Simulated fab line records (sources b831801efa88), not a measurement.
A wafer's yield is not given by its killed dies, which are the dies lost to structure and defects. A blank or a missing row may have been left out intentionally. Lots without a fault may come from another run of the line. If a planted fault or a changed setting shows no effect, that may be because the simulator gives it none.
Problem report in the 8D (eight disciplines) form, filled by code :: flow sky130 :: the parts of the form that need people (team, actions taken, sign-off) are left out

== 1. WHAT WENT WRONG ==
Mean of plate-temp-C at SKY_PAD_OPEN_SOFTBAKE_03: 108.52 C across 9 wafers in 3 lots; on wafers with no fault it is 110.02 C (standard deviation 0.13). Measured from the usual mean, that is -12 standard deviations.
First seen on wafer L838.1, day 48 19:14, on litho-track-04. The record has a number at this step for 36 wafers belonging to 12 lots. Rule for "out", or "out of limits": more than 4 standard deviations from the usual mean. The other wafers with a number count as sound.

== 2. WHAT IT IS AND WHAT IT IS NOT ==
question: which readings at this step
is: plate-temp-C, heater-power-total-W
is not: -

question: which lots
is: L838, L839, L840
is not: L825, L826, L829, L831, L833, L834, L835, L841, L847

question: which wafers of those lots
is: all that have a number
is not: -

question: read on which tools
is: litho-track-04
is not: litho-track-02, litho-track-03

question: when
is: from day 48 19:14
is not: up to then (21 sound wafers); but 6 sound wafers of L841, L847 came after

== 3. WHAT RULES OUT EACH SUSPECT ==
Counting: any tool at a process step up to the reading is kept as a suspect provided that every lot that is out went through it and no sound lot did after the first of them.
- litho-track-04 at SKY_PAD_OPEN_SOFTBAKE_03: kept. All lots that are out passed through it, beginning with L838 at day 48 19:14, and no sound lot followed; its final sound lot before that point was L834 at day 47 23:00. Its own readings are out on those wafers: heater-power-total-W, plate-temp-C.
The count leaves litho-track-04 at SKY_PAD_OPEN_SOFTBAKE_03.

== 4. THE CAUSE (what the simulator had put in) ==
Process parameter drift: litho-track-04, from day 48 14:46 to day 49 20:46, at SKY_PAD_OPEN_SOFTBAKE_03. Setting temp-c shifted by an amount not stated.
Only this tool survived the counting.

== 5. THE CHAIN OF EFFECTS, in route order ==
Each row: a reading where the mean over the struck wafers with a number is more than 3 standard deviations away from the usual. Scope: only readings with a usual standard deviation given in the record; hours: median across lots of the time from each lot's start at the first step in this table that gives one to its start at this step; sigmas: change in usual standard deviations.
hours: 0
step: SKY_PAD_OPEN_SOFTBAKE_03
reading: heater-power-total-W
usual: 65.33 W
on struck wafers: 64.18
change: -1.15
sigmas: -8.2

hours: 0
step: SKY_PAD_OPEN_SOFTBAKE_03
reading: plate-temp-C
usual: 110.02 C
on struck wafers: 108.52
change: -1.50
sigmas: -12
It contains these process steps:
- SKY_PAD_OPEN_SOFTBAKE_03

== 6. WHAT WOULD HAVE CAUGHT IT SOONER ==
In this record no reading fell out of limits until day 48 19:14, 4 hours after the fault had begun at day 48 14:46.
